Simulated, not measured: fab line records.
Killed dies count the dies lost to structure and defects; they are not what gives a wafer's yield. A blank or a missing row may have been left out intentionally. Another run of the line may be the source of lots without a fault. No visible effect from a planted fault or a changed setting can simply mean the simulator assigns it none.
Struck lot and sound lot, side by side + flow sky130 + 43 out of 708 route steps
Sound: wafers L885.1, L885.4, L885.5. Struck: wafers L902.2, L902.3 (left out: L902.4, a lot-mate that was not struck); the cause follows at the end.
For every step that has rows: the tool of each side, followed by ch and its chambers, followed by its first start. Under that, the readings that differ: sound wafers + struck wafers + difference of the means + sigmas: that difference in standard deviations of wafers without a fault.
alike: words and numbers the same on both sides, and readings whose means are apart by under 2 such deviations; not compared: readings that were withheld, readings missing a value for some wafer, numbers with overlapping values and no deviation given by the record, and bounds like >300 which may hide the same value.
The two part at a step that has a row with sigmas, a row that says differs or no value, or rows on one side only. Non-overlapping numbers with no deviation appear without sigmas and do not part them. Lack of a reading on every wafer of one side parts them only where that side has two or more wafers.

first, 7 steps without rows for these wafers: SKY_METAL2_HMDS_08 (prime time 60 s); SKY_METAL2_COAT_09 (resist thk 60 nm); SKY_METAL2_COAT_10 (resist thk 450 nm); SKY_METAL2_SOFTBAKE_11 (time 90 s); SKY_METAL2_EXPOSE_12 (exposes mask MM2, target cd 140 nm); SKY_METAL2_PEB_13; SKY_METAL2_DEVELOP_14 (develop time 60 s).
SKY_METAL2_CD_MEAS_15 targets a cd of 140 nm.
  sound: cd-sem-01 at day 37 00:08; struck: cd-sem-02 at day 42 06:53
  alike: cd-nm
SKY_METAL2_OVL_MEAS_16:
  sound: overlay-01 at day 37 00:16; struck: overlay-01 at day 42 06:59
  alike: METAL2_OVL
then, 3 steps without rows for these wafers: SKY_METAL2_DESCUM_17 (chemistry O2, time 8 s); SKY_METAL2_ETCH_18 (etches BARC in N2/H2, stops on SiO2, time 45.9 s, target depth 60 nm); SKY_METAL2_METAL_ETCH_19 (etches the open film in Cl2/BCl3, stops on SiO2, target depth 360 nm, time 78 s).
SKY_METAL2_STRIP_20: strips in O2/N2.
  sound on plasma-asher-03 ch 0,1, day 37 00:29; struck on plasma-asher-04 ch 0, day 42 07:12
  alike: drypump-motor-current-A, o2-flow-sccm, oes-product-au, strip-time-to-endpoint-s
  not compared: rf-hours-counter-h
then, 4 steps without rows for these wafers: SKY_METAL2_STRIP_21 (strips in post etch residue remover, time 1200 s); SKY_METAL2_CLEAN_22 (cleans in IPA, time 180 s); SKY_METAL2_CLEAN_23 (cleans in O3/DIW); SKY_VIA2_HDPCVD_00 (deposits SiO2, target thk 1180 nm, time 196.7 s).
SKY_VIA2_THK_MEAS_01:
  sound: film-metro-02 at day 37 01:13; struck: film-metro-02 at day 42 07:56
  alike: VIA2_HDPCVD_THK
SKY_VIA2_CMP_02: polishes SiO2.
  sound on cmp-02 ch 0,3, day 37 01:16; struck on cmp-01 ch 1,2, day 42 07:59
  alike: edge-zone-pressure-frac, motor-current-A
SKY_VIA2_BOW_MEAS_03:
  sound: film-metro-04 at day 37 01:34; struck: film-metro-01 at day 42 08:18
  alike: VIA2_BOW
then, 8 steps without rows for these wafers: SKY_VIA2_DEHYDRATE_04 (time 60 s); SKY_VIA2_HMDS_05 (prime time 60 s); SKY_VIA2_COAT_06 (resist thk 60 nm); SKY_VIA2_COAT_07 (resist thk 450 nm); SKY_VIA2_SOFTBAKE_08 (time 90 s); SKY_VIA2_EXPOSE_09 (exposes mask VIM2, target cd 200 nm); SKY_VIA2_PEB_10; SKY_VIA2_DEVELOP_11 (develop time 60 s).
SKY_VIA2_CD_MEAS_12 targets a cd of 200 nm.
  sound: cd-sem-01 at day 38 03:25; struck: cd-sem-01 at day 43 07:50
  alike: cd-nm
SKY_VIA2_OVL_MEAS_13:
  sound: overlay-01 at day 38 03:32; struck: overlay-01 at day 43 07:56
  alike: VIA2_OVL
SKY_VIA2_ETCH_14: etches BARC in N2/H2, stops on SiO2, time 45.9 s, target depth 60 nm.
  sound on rie-diel-03 ch 1,3, day 38 03:34; struck on rie-diel-01 ch 1,2, day 43 07:58
  alike: drypump-motor-current-A, oes-product-au, throttle-valve-pct
  not compared: rf-hours-counter-h
SKY_VIA2_ETCH_15: etches SiO2 in C4F8/O2/Ar, stops on TiN, target depth 546 nm, time 84 s.
  sound on rie-diel-03 ch 1,3, day 38 03:37; struck on rie-diel-01 ch 1,2, day 43 08:01
  alike: oes-product-au
  not compared: rf-hours-counter-h
SKY_VIA2_STRIP_16: strips in O2/N2.
  sound on plasma-asher-03 ch 0,1, day 38 03:41; struck on plasma-asher-03 ch 1, day 43 08:05
  alike: drypump-motor-current-A, o2-flow-sccm, oes-product-au, strip-time-to-endpoint-s
  not compared: rf-hours-counter-h
then, 5 steps without rows for these wafers: SKY_VIA2_STRIP_17 (strips in post etch residue remover, time 1200 s); SKY_VIA2_CLEAN_18 (cleans in IPA, time 180 s); SKY_VIA2_CLEAN_19 (cleans in O3/DIW); SKY_VIA2_SPUTTER_20 (material TiN, target thk 20 nm, time 80 s); SKY_VIA2_CVD_21 (deposits W, target thk 420 nm, time 126.4 s).
SKY_VIA2_RS_MEAS_22: uses a four-point probe to measure.
  sound: film-metro-02 at day 38 04:30; struck: film-metro-02 at day 43 08:55
  alike: VIA2_W_RS
SKY_VIA2_THK_MEAS_23: measures by xrf.
  sound: film-metro-02 at day 38 04:37; struck: film-metro-02 at day 43 09:02
  alike: VIA2_W_THK
SKY_VIA2_CMP_24: polishes, stops on SiO2, t overpolish 20 s, target thk 0 nm.
  sound on cmp-02 ch 0,3, day 38 04:41; struck on cmp-02 ch 1,3, day 43 09:05
  alike: edge-zone-pressure-frac, motor-current-A, overpolish-run-s, time-to-endpoint-s
then, 1 step without rows for these wafers: SKY_METAL3_SPUTTER_00 (material Ti, target thk 15 nm, time 10 s).
-- the record jumps here: 8 days lie between the struck wafers' starts before and after (it left off in module METAL3 and takes up again in module PAD_OPEN, whose first step shown is number 708 of the route) --
SKY_PAD_OPEN_PROBE_99:
  sound: prober-01 at day 47 07:58; struck: prober-02 at day 51 03:47
| reading                               | sound               | struck      | difference | sigmas |
|---------------------------------------|---------------------|-------------|------------|--------|
| defect-limited-yield (%)              | 80.5 81.9 81.7      | 75.4 72.2   | -7.6       | -4     |
| killed_at_M0_to_M3                    | 45 50 42            | 87 94       | +45        | +7     |
| killed-dies                           | 96 89 90            | 121 137     | +37        | +4     |
| model.etest.tester.sort-n-pass        | 396 403 402         | 371 355     | -37        |        |
| model.etest.tester.sort-yield-pct (%) | 80.49 81.91 81.71   | 75.41 72.15 | -7.59      |        |
| model.etest.tester.sort_bin_5_pct (%) | 12.4 9.35 10.16     | 13.62 16.87 | +4.61      |        |
| model.etest.tester.sort_bin_3_pct (%) | 0.4065 0.4065 1.016 | 2.642 3.049 | +2.236     |        |
  alike: killed_at_M4_up, killed-at-contacts, killed-at-front-end, killed-at-other, killed-open, killed-short

## WHERE THEY PART
SKY_PAD_OPEN_PROBE_99 only, going by this record.

WHY: what had been put in by the simulator
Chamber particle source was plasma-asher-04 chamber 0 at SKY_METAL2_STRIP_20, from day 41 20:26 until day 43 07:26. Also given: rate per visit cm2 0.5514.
